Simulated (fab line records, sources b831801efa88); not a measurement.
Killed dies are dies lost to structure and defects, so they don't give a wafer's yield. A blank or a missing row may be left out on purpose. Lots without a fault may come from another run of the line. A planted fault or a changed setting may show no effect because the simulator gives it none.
fab line records | flow gf180mcu
record lots=14 wafers=42 last_day=34
route steps=602 shown V4@477 MIM@519 M5@535
lots that met no fault: from a run of the same line without faults
start_h: hours from the record's first day to the start of the lot's first wafer shown | wait_h: hours since the lot's step before | " the same as in the row above | L1.1+2: a row that stands for several wafers | - no value, or no start given | * or withheld: withheld | < > ~ a bound
route shown NAME@n: a module of which the file shows steps, and the number in the route of the first | usual: mean/standard deviation of fault-free wafers | same: alike in all rows | chamber/n: place in a boat | sites: the reading at each site | _std_site: their standard deviation | _edge_site: outer sites' mean less inner sites' | radius_mm: how far each site lies from the wafer's centre | mask NAME#n: copy n | behind: the tool/chamber that last shaped the wafer | hold: why the lot was held/for how many hours/how that ended | device: the transistor (n, p or np) that didn't switch | end of line: the same wafers' tests at the end of the route | a step without rows: its recipe alone | killed: dies lost to structure and defects at the first sort, not the wafer's yield | map: a wafer's dies, x killed, . not, _ none there
set.NAME: the setting as run; set.NAME@STEP: as run at that earlier step | model.NAME: the simulator's own value behind a step, which no gauge read
steps of the route over a sample of lots; a table a step, a row a wafer
services: from which hour (start_h, from the record's first day; less than 0 if before it) a tool's chamber was out of use, for how many hours, and why
## steps
# step GF_V4_THK_MEAS_01
# recipe reads=SiO2_of_V4_CVD_00
# usual V4_CVD_00_THK=597/6.4
# columns lot.wafer tool chamber start_h wait_h V4_CVD_00_THK[nm]
L358.2 film_metro-04 - 538.68 0.0 597
L358.3 " - " " 597
L358.5 " - " " 604
L360.1 film_metro-04 - 557.30 0.0 596
L360.3 " - " " 598
L360.5 " - " " 608
L362.1 film_metro-02 - 572.19 0.0 609
L362.3 " - " " 601
L362.6 " - " " 601
L361.1 film_metro-04 - 574.18 0.0 590
L361.2 " - " " 606
L361.6 " - " " 597
L363.3 film_metro-04 - 575.16 0.1 596
L363.4 " - " " 598
L363.6 " - " " 586
L365.1 film_metro-02 - 595.52 0.0 602
L365.3 " - " " 602
L365.4 " - " " 605
L367.3 film_metro-03 - 614.28 0.1 599
L367.5 " - " " 596
L367.6 " - " " 604
L369.3 film_metro-02 - 632.98 0.1 600
L369.5 " - " " 595
L369.6 " - " " 607
L370.2 film_metro-02 - 638.55 0.0 582
L370.5 " - " " 586
L370.6 " - " " 588
L373.1 film_metro-04 - 659.24 0.0 594
L373.2 " - " " 587
L373.4 " - " " 605
L377.2 film_metro-02 - 682.45 0.0 597
L377.5 " - " " 597
L377.6 " - " " 600
L378.1 film_metro-02 - 690.55 0.0 601
L378.5 " - " " 599
L378.6 " - " " 594
L379.1 film_metro-04 - 699.43 0.0 596
L379.2 " - " " 591
L379.4 " - " " 588
L381.2 film_metro-02 - 713.41 0.0 584
L381.3 " - " " 581
L381.4 " - " " 579
# step GF_V4_CMP_04
# recipe material=SiO2 down_force_psi=4 platen_rpm=60 pad_velocity_m_s=0.94248
# usual motor_current_A=12.1/1.3 time_to_endpoint_s=82/5.5
# columns lot.wafer tool chamber start_h wait_h motor_current_A time_to_endpoint_s
L358.3 cmp-02 1 538.86 0.0 10.0 78
L358.2 " 3 " " 12.8 81
L358.5 " 2 " " 14.3 80
L360.3 cmp-01 1 557.53 0.0 13.8 88
L360.1 " 0 " " 12.8 85
L360.5 " 1 " " 12.9 89
L362.3 cmp-02 1 572.65 0.3 10.1 84
L362.1 " 3 " " 13.0 84
L362.6 " 1 " " 10.0 85
L361.2 cmp-02 0 574.42 0.1 11.0 83
L361.1 " 1 " " 10.2 78
L361.6 " 0 " " 11.4 85
L363.3 cmp-02 2 575.33 0.0 13.2 82
L363.4 " 1 " " 9.9 85
L363.6 " 2 " " 13.9 79
L365.3 cmp-01 1 595.75 0.0 13.0 82
L365.4 " 2 " " 11.6 86
L365.1 " 3 " " 11.5 75
L367.3 cmp-02 2 614.50 0.1 14.1 81
L367.6 " 1 " " 9.9 85
L367.5 " 2 " " 14.2 83
L369.3 cmp-02 0 633.15 0.0 11.3 80
L369.6 " 0 " " 11.3 82
L369.5 " 1 " " 9.6 91
L370.2 cmp-02 2 638.73 0.0 14.3 81
L370.5 " 2 " " 13.9 88
L370.6 " 3 " " 12.6 90
L373.2 cmp-02 1 659.43 0.0 9.9 84
L373.1 " 2 " " 13.9 83
L373.4 " 0 " " 11.0 84
L377.2 cmp-01 0 682.73 0.1 12.8 82
L377.6 " 2 " " 10.8 89
L377.5 " 3 " " 11.5 86
L378.1 cmp-01 3 690.92 0.2 12.1 71
L378.5 " 0 " " 13.1 87
L378.6 " 1 " " 13.4 76
L379.1 cmp-02 3 699.62 0.1 12.6 84
L379.4 " 1 " " 10.1 93
L379.2 " 2 " " 13.6 85
L381.4 cmp-02 1 713.59 0.0 10.4 86
L381.3 " 2 " " 13.6 77
L381.2 " 3 " " 13.3 77
# step GF_MIM_EXPOSE_16
# recipe mask_id=FuseTop target_cd_nm=2000 na=0.6 source_shape=conventional sigma_outer=0.6 dose_mj=140
# usual exposure_dose_mJ_cm2=139.98/0.13 focus_offset_nm=0.0/0.5
# columns lot.wafer tool chamber start_h wait_h mask exposure_dose_mJ_cm2 focus_offset_nm
L358.2 iline_stepper-02 0 573.65 - FuseTop#0 139.92 0.3
L358.3 " 0 " " FuseTop#0 139.93 0.0
L358.5 " 0 " " FuseTop#0 139.80 0.2
L360.1 iline_stepper-02 0 592.01 - FuseTop#0 139.96 -0.1
L360.3 " 0 " " FuseTop#0 139.93 -0.1
L360.5 " 0 " " FuseTop#0 140.03 0.1
L362.1 iline_stepper-01 0 606.45 - FuseTop#0 140.10 -0.1
L362.3 " 0 " " FuseTop#0 140.18 -0.2
L362.6 " 0 " " FuseTop#0 140.20 0.5
L361.1 iline_stepper-02 0 608.60 - FuseTop#0 140.05 0.5
L361.2 " 0 " " FuseTop#0 140.03 0.0
L361.6 " 0 " " FuseTop#0 140.15 0.6
L363.3 iline_stepper-02 0 609.27 - FuseTop#0 139.98 -1.1
L363.4 " 0 " " FuseTop#0 139.79 0.0
L363.6 " 0 " " FuseTop#0 139.94 -0.8
L365.1 iline_stepper-02 0 629.96 - FuseTop#0 139.97 -0.2
L365.3 " 0 " " FuseTop#0 140.00 -0.1
L365.4 " 0 " " FuseTop#0 139.97 1.0
L367.3 iline_stepper-01 0 647.45 - FuseTop#0 140.05 0.3
L367.5 " 0 " " FuseTop#0 139.96 0.1
L367.6 " 0 " " FuseTop#0 140.00 0.2
L369.3 iline_stepper-01 - 664.42 - FuseTop#0 - -
L369.5 " - " " FuseTop#0 - -
L369.6 " - " " FuseTop#0 - -
L370.2 iline_stepper-01 - 670.60 - FuseTop#0 - -
L370.5 " - " " FuseTop#0 - -
L370.6 " - " " FuseTop#0 - -
L373.1 iline_stepper-02 0 691.00 - FuseTop#0 140.18 0.0
L373.2 " 0 " " FuseTop#0 139.99 -0.7
L373.4 " 0 " " FuseTop#0 139.94 -0.1
L377.2 iline_stepper-01 0 713.87 - FuseTop#0 140.00 0.3
L377.5 " 0 " " FuseTop#0 139.87 0.5
L377.6 " 0 " " FuseTop#0 140.06 0.6
L378.1 iline_stepper-02 0 720.28 - FuseTop#0 140.12 0.5
L378.5 " 0 " " FuseTop#0 139.96 0.1
L378.6 " 0 " " FuseTop#0 139.91 -0.4
L379.1 iline_stepper-01 0 728.95 - FuseTop#0 140.17 0.6
L379.2 " 0 " " FuseTop#0 140.05 0.3
L379.4 " 0 " " FuseTop#0 140.14 0.6
L381.2 iline_stepper-01 0 743.12 - FuseTop#0 140.07 -0.2
L381.3 " 0 " " FuseTop#0 140.00 -0.9
L381.4 " 0 " " FuseTop#0 139.90 0.0
# step GF_M5_ETCH_09
# recipe chemistry=CF4/O2 target=Si3N4 target_depth_nm=52 source_w=800 bias_w=150 pressure_mtorr=150 cf4_flow_sccm=80 O2_flow_sccm=10 time_s=11.6
# usual cf4_flow_sccm=79.96/0.25 drypump_motor_current_A=5.59/0.25 oes_product_au=0.998/0.011 throttle_valve_pct=5.969/0.0095
# columns lot.wafer tool chamber start_h wait_h cf4_flow_sccm drypump_motor_current_A oes_product_au rf_hours_counter_h throttle_valve_pct
L358.2 rie_diel-02 0 605.35 0.0 79.95 5.87 1.006 21 5.971
L358.3 " 1 " " 80.48 6.10 0.993 4 5.970
L358.5 " 3 " " 79.78 5.51 0.998 - 5.974
L360.1 rie_diel-01 3 622.95 0.0 79.91 5.36 0.998 22 5.967
L360.3 " 2 " " 80.07 5.54 0.992 9 5.974
L360.5 " 1 " " 79.87 5.31 1.009 - 5.957
L362.1 rie_diel-01 3 636.85 0.0 80.09 5.33 0.999 22 5.982
L362.3 " 2 " " 79.56 5.57 0.992 9 5.963
L362.6 " 2 " " 79.66 5.55 0.996 - 5.980
L361.1 rie_diel-02 3 639.59 0.0 79.82 5.51 1.005 29 5.965
L361.2 " 2 " " 80.27 5.18 1.009 24 5.972
L361.6 " 3 " " 79.63 5.51 0.993 - 5.966
L363.3 rie_diel-03 1 639.80 0.0 79.86 5.46 1.024 67 5.969
L363.4 " 0 " " 80.09 5.87 0.978 6 5.952
L363.6 " 0 " " 79.64 5.87 0.977 - 5.963
L365.1 rie_diel-02 0 659.04 0.0 79.73 5.83 1.004 23 5.966
L365.3 " 2 " " 79.82 5.20 1.003 25 5.963
L365.4 " 1 " " 79.49 6.11 0.994 5 5.973
L367.3 rie_diel-02 2 677.73 0.0 80.17 5.22 0.990 25 5.968
L367.5 " 3 " " 79.61 5.51 1.003 - 5.972
L367.6 " 2 " " 80.35 5.19 0.992 - 5.980
L373.1 rie_diel-01 2 718.03 0.0 80.06 5.57 0.999 12 5.959
L373.2 " 1 " " 79.77 5.33 1.019 7 5.970
L373.4 " 3 " " 80.03 5.33 1.005 25 5.968
L377.2 rie_diel-03 3 741.03 0.0 80.18 5.88 0.985 2 5.954
L377.5 " 2 " " 79.56 5.70 0.989 - 5.960
L377.6 " 1 " " 79.70 5.44 1.003 - 5.964
L378.1 rie_diel-03 1 746.45 0.0 79.53 5.45 1.002 3 5.973
L378.5 " 0 " " 79.50 5.92 0.989 - 5.954
L378.6 " 3 " " 80.09 5.87 0.990 - 5.952
L379.1 rie_diel-03 1 755.30 0.0 79.50 5.51 1.004 3 5.988
L379.2 " 3 " " 79.76 5.85 0.976 3 5.977
L379.4 " 0 " " 79.71 5.90 0.975 - 5.971
L381.2 rie_diel-03 0 768.25 0.0 79.96 5.88 0.973 12 5.964
L381.3 " 3 " " 80.05 5.87 0.976 4 5.950
L381.4 " 1 " " 80.05 5.46 1.002 4 5.966
## services
# columns tool chamber start_h hours kind
cmp-01 - 520.70 0.4 repair
cmp-02 - 525.08 3.2 repair
rie_diel-02 0 534.17 7.3 repair
rie_diel-03 3 563.58 6.5 repair
cmp-01 - 572.21 4.0 pm
rie_diel-03 2 575.25 32.8 repair
iline_stepper-02 - 586.23 2.1 repair
cmp-02 - 591.07 0.6 repair
cmp-01 - 608.49 7.0 pm
rie_diel-03 0 608.58 4.6 repair
iline_stepper-01 - 621.74 6.6 repair
iline_stepper-01 - 645.47 0.7 repair
rie_diel-03 2 649.83 10.0 repair
iline_stepper-02 - 652.64 4.6 repair
iline_stepper-01 - 658.74 1.7 pm
cmp-02 - 686.07 4.8 pm
iline_stepper-01 - 687.29 8.9 pm
cmp-01 - 700.91 1.2 repair
cmp-01 - 718.70 4.0 repair
iline_stepper-02 - 730.88 1.7 pm
rie_diel-02 1 733.79 16.5 repair
cmp-02 - 744.21 4.0 pm
iline_stepper-01 - 761.61 4.4 pm
iline_stepper-02 - 763.04 19.3 repair
## key
first_sign step=GF_MIM_EXPOSE_16 reading=tool_record direction=missing
effect none on later readings
met_at GF_MIM_EXPOSE_16
struck_lots L369,L370
later_rows_left_out L369.3,L369.5,L369.6,L370.2,L370.5,L370.6
sort_left_out L369.3,L369.5,L369.6,L370.2,L370.5,L370.6
not_acting_at GF_V4_THK_MEAS_01,GF_V4_CMP_04,GF_M5_ETCH_09
onset_between 647.45 664.42
fault kind=skipped_step_whole tool=iline_stepper-01 chamber=- onset_h=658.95 steps=GF_MIM_EXPOSE_16 scope=struck_lots_only
# sort_left_out: the simulated sort isn't trusted on such a fault, so these wafers' sort isn't shown, and their yield isn't known
# later_rows_left_out: the simulator's readings of these wafers behind a module that went badly wrong aren't trusted and aren't shown, but for the sort
